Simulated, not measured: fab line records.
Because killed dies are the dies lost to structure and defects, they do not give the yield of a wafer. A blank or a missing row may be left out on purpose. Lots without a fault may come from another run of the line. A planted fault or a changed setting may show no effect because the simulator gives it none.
The tool behind it: which one? ; flow sky130 ; 12 lots with 36 wafers sampled at 5 steps, on a route of 708 steps

== WHAT THE GAUGES SHOWED, per wafer ==
SKY_VT_ADJUST_LVTN_TW_MEAS_21. Usual: VT_ADJUST_LVTN_2_TW typically reads 187.3, with standard deviation 2.9.
lot;measured;on;VT_ADJUST_LVTN_2_TW;flag
L421;day 8 09:34;film metro-04;186.4 186.2 185.7;
L423;day 8 17:40;film metro-01;185.1 186.3 187.0;
L425;day 9 05:05;film metro-01;185.0 186.3 185.2;
L427;day 9 18:09;film metro-02;190.6 191.1 191.6;
L428;day 10 00:33;film metro-01;185.0 186.2 184.5;
L429;day 10 07:10;film metro-02;190.0 190.2 190.6;
L430;day 10 13:32;film metro-02;190.5 190.5 190.5;
L431;day 10 19:40;film metro-02;191.2 190.0 190.3;
L432;day 11 03:48;film metro-02;190.2 191.4 190.7;
L433;day 11 09:03;film metro-01;184.3 184.7 184.6;
L434;day 11 17:16;film metro-01;184.5 184.0 184.1;
L435;day 12 00:43;film metro-02;191.0 190.7 191.5;

SKY_VT_ADJUST_HVTR_TW_MEAS_11. Usual: VT_ADJUST_HVTR_TW typically reads 208, with standard deviation 3.
lot;measured;on;VT_ADJUST_HVTR_TW;flag
L421;day 10 06:28;film metro-02;213 214 213;
L423;day 10 15:07;film metro-03;205 206 205;
L425;day 11 03:48;film metro-03;206 207 206;
L427;day 11 17:46;film metro-03;206 206 207;
L428;day 11 23:46;film metro-01;206 207 206;
L429;day 12 07:15;film metro-01;208 206 207;
L430;day 12 12:45;film metro-01;207 206 207;
L431;day 12 20:42;film metro-03;206 207 207;
L432;day 13 05:02;film metro-01;207 206 207;
L433;day 13 11:04;film metro-01;208 206 206;
L434;day 13 20:15;film metro-03;206 207 206;
L435;day 14 03:02;film metro-03;207 206 207;

SKY_GATE_OXIDE_THK_MEAS_02. Usual: GATE_OXIDE_OXIDATION_00_THK typically reads 10.19 nm, with standard deviation 0.16.
lot;measured;on;GATE_OXIDE_OXIDATION_00_THK (nm);flag
L421;day 13 17:47;film metro-01;10.18 10.39 10.24;
L423;day 14 05:23;film metro-02;9.87 9.93 10.01;
L425;day 14 13:52;film metro-03;10.39 10.41 10.16;
L427;day 15 03:43;film metro-03;10.04 10.08 10.05;
L428;day 15 15:37;film metro-02;10.17 10.34 10.26;
L429;day 15 23:14;film metro-01;10.08 9.95 10.18;
L430;day 16 01:49;film metro-01;10.23 10.31 10.23;
L431;day 16 20:08;film metro-02;10.36 10.43 10.33;
L432;day 16 20:07;film metro-03;10.26 10.40 10.30;
L433;day 17 11:45;film metro-01;10.48 10.28 10.40;
L434;day 18 01:52;film metro-03;12.46 12.49 12.63;OFF
L435;day 18 11:29;film metro-03;12.62 12.39 12.36;OFF

== WHAT TOOL EACH LOT RAN ON (gives the tool, then ch and the chambers of the sampled wafers, and finally the start) ==
lot;SKY_VT_ADJUST_LVTN_STRIP_09;SKY_GATE_OXIDE_OXIDATION_01
L421;plasma asher-04 ch 0,1, day 7 12:41;furnace-01 ch 0, day 13 16:22
L423;plasma asher-04 ch 0,1, day 7 20:50;furnace-02 ch 0, day 14 03:58
L425;plasma asher-02 ch 0,1, day 8 07:21;furnace-02 ch 0, day 14 12:27
L427;plasma asher-02 ch 0,1, day 8 19:31;furnace-02 ch 0, day 15 02:17
L428;plasma asher-02 ch 0,1, day 9 01:44;furnace-02 ch 0, day 15 14:11
L429;plasma asher-04 ch 0,1, day 9 07:59;furnace-01 ch 0, day 15 21:49
L430;plasma asher-01 ch 1, day 9 14:01;furnace-01 ch 0, day 16 00:24
L431;plasma asher-02 ch 0,1, day 9 20:44;furnace-01 ch 0, day 16 18:43
L432;plasma asher-04 ch 0,1, day 10 03:42;furnace-01 ch 0, day 16 18:43
L433;plasma asher-01 ch 0,1, day 10 09:38;furnace-01 ch 0, day 17 10:19
L434;plasma asher-04 ch 0,1, day 10 17:30;furnace-01 ch 0, day 18 00:27
L435;plasma asher-02 ch 0,1, day 11 01:11;furnace-01 ch 0, day 18 10:04
- SKY_VT_ADJUST_LVTN_STRIP_09: strips in O2/N2.
- SKY_GATE_OXIDE_OXIDATION_01: stabilise 600 s, purge 300 s, target thk 10.268 nm.

== WHAT THE TOOLS THEMSELVES READ (means of the sampled wafers that have a number; where no wafer has one, the mark that the record gives instead) ==
SKY_VT_ADJUST_LVTN_STRIP_09. Usual: drypump motor current A 6.02 A, standard deviation 0.25; oes product au 0.724 a.u., standard deviation 0.0046; strip time to endpoint s 36.80 s, standard deviation 0.12.
lot;tool;drypump motor current A (A);oes product au (a.u.);strip time to endpoint s (s);flag
L421;plasma asher-04;5.97;0.726;36.93;
L423;plasma asher-04;6.15;0.731;36.78;
L425;plasma asher-02;5.98;0.725;36.74;
L427;plasma asher-02;5.99;0.723;37.00;
L428;plasma asher-02;5.98;0.725;36.92;
L429;plasma asher-04;6.16;0.723;36.81;
L430;plasma asher-01;5.97;0.724;36.66;
L431;plasma asher-02;6.14;0.722;36.93;
L432;plasma asher-04;5.97;0.723;36.72;
L433;plasma asher-01;5.93;0.724;36.86;
L434;plasma asher-04;6.19;0.722;36.75;
L435;plasma asher-02;6.15;0.721;36.80;

SKY_GATE_OXIDE_OXIDATION_01. Usual: ox temp c max reads 903.2 (standard deviation 0.7).
lot;tool;ox temp c max;flag
L421;furnace-01;903.3;
L423;furnace-02;902.2;
L425;furnace-02;902.8;
L427;furnace-02;902.4;
L428;furnace-02;903.5;
L429;furnace-01;903.4;
L430;furnace-01;903.5;
L431;furnace-01;903.2;
L432;furnace-01;903.7;
L433;furnace-01;903.2;
L434;furnace-01;903.6;
L435;furnace-01;904.2;

== THE ANSWER, worked out from the rows above alone ==
Rule: a lot counts as off when the mean over its wafers that have a number is more than 3 standard deviations away from the usual mean. Also off: a lot with no number at a reading for which 4 or more lots have one. Where the step has rows for the other lots, those lots are counted as sound. Order of review: gauges by route order, followed by the tools' own readings, for which a lot's mean as printed above is used. The first step at which some lot is off is used, and at that step the reading that is off furthest; a lot without a number counts as furthest.
Off: L434, L435, at SKY_GATE_OXIDE_THK_MEAS_02 (GATE_OXIDE_OXIDATION_00_THK).
If a tool, at a process step before that reading, ran all the lots that are off and no sound lot after the first of them, it fits. Gauges at SKY_GATE_OXIDE_THK_MEAS_02: tried the same way as those tools. This does not decide it: 2 tools fit, namely furnace-01 at SKY_GATE_OXIDE_OXIDATION_01 and film metro-03 at SKY_GATE_OXIDE_THK_MEAS_02.

== WHAT THE SIMULATOR HAD PUT IN ==
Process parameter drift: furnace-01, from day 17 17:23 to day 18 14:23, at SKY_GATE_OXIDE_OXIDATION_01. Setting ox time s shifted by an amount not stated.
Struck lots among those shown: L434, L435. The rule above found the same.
